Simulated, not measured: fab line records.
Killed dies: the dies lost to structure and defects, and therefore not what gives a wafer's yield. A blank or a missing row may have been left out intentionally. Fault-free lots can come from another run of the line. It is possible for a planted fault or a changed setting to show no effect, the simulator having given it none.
Chamber matching -- flow gf180mcu -- rie_diel-03 running GF_V5_ETCH_17: 4 sister chambers
The step etches SiO2 in C4F8/O2/Ar, stops on TiN, target depth 855 nm. 14 wafers are shown with their chamber, then 7 later ones without.

== WAFERS WITH THEIR CHAMBER ==
wafer,chamber,oes_product_au (a.u.)
L174.1,0,0.859
L174.4,1,0.856
L174.5,0,0.863
L176.1,0,0.864
L176.3,1,0.852
L176.4,2,0.864
L179.1,2,0.861
L179.2,3,0.869
L179.6,2,0.863
L180.3,0,0.859
L180.4,3,0.860
L180.6,0,0.863
L182.1,3,0.867
L182.4,2,0.866

SIGNATURES, as means of the wafers listed above
reading,chamber 0,chamber 1,chamber 2,chamber 3,scatter within a chamber
oes_product_au,0.86160,0.85400,0.86350,0.86533,0.00298
Rule: a wafer's distance from a chamber is the root of the sum, over the readings, of the square of ((its reading less the chamber's mean) divided by the reading's scatter). The wafer belongs to the nearest chamber; if the next one is less than 2 further off, it can't be placed. How the scatter is found: for the shown wafers, subtract from each reading the mean of its chamber, square and add these, divide the total by (wafers less chambers), then take the root.

== WAFERS WITHOUT THEIR CHAMBER ==
wafer,oes_product_au (a.u.)
L182.5,0.860
L190.3,0.864
L190.4,0.855
L190.6,0.858
L195.2,0.858
L195.3,0.862
L195.6,0.854

== WHICH CHAMBER EACH ONE RAN IN ==
wafer,from the rows above,in truth
L182.5,can't be placed: 0 or 2 or 3 or 1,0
L190.3,can't be placed: 2 or 3 or 0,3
L190.4,can't be placed: 1 or 0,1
L190.6,can't be placed: 0 or 1 or 2 or 3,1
L195.2,can't be placed: 0 or 1 or 2 or 3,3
L195.3,can't be placed: 0 or 2 or 3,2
L195.6,1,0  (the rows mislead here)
Correct placement for 0 of the 7. Not placeable from these rows: 6 (in 6, the candidates include the true chamber). Placed wrongly: 1.
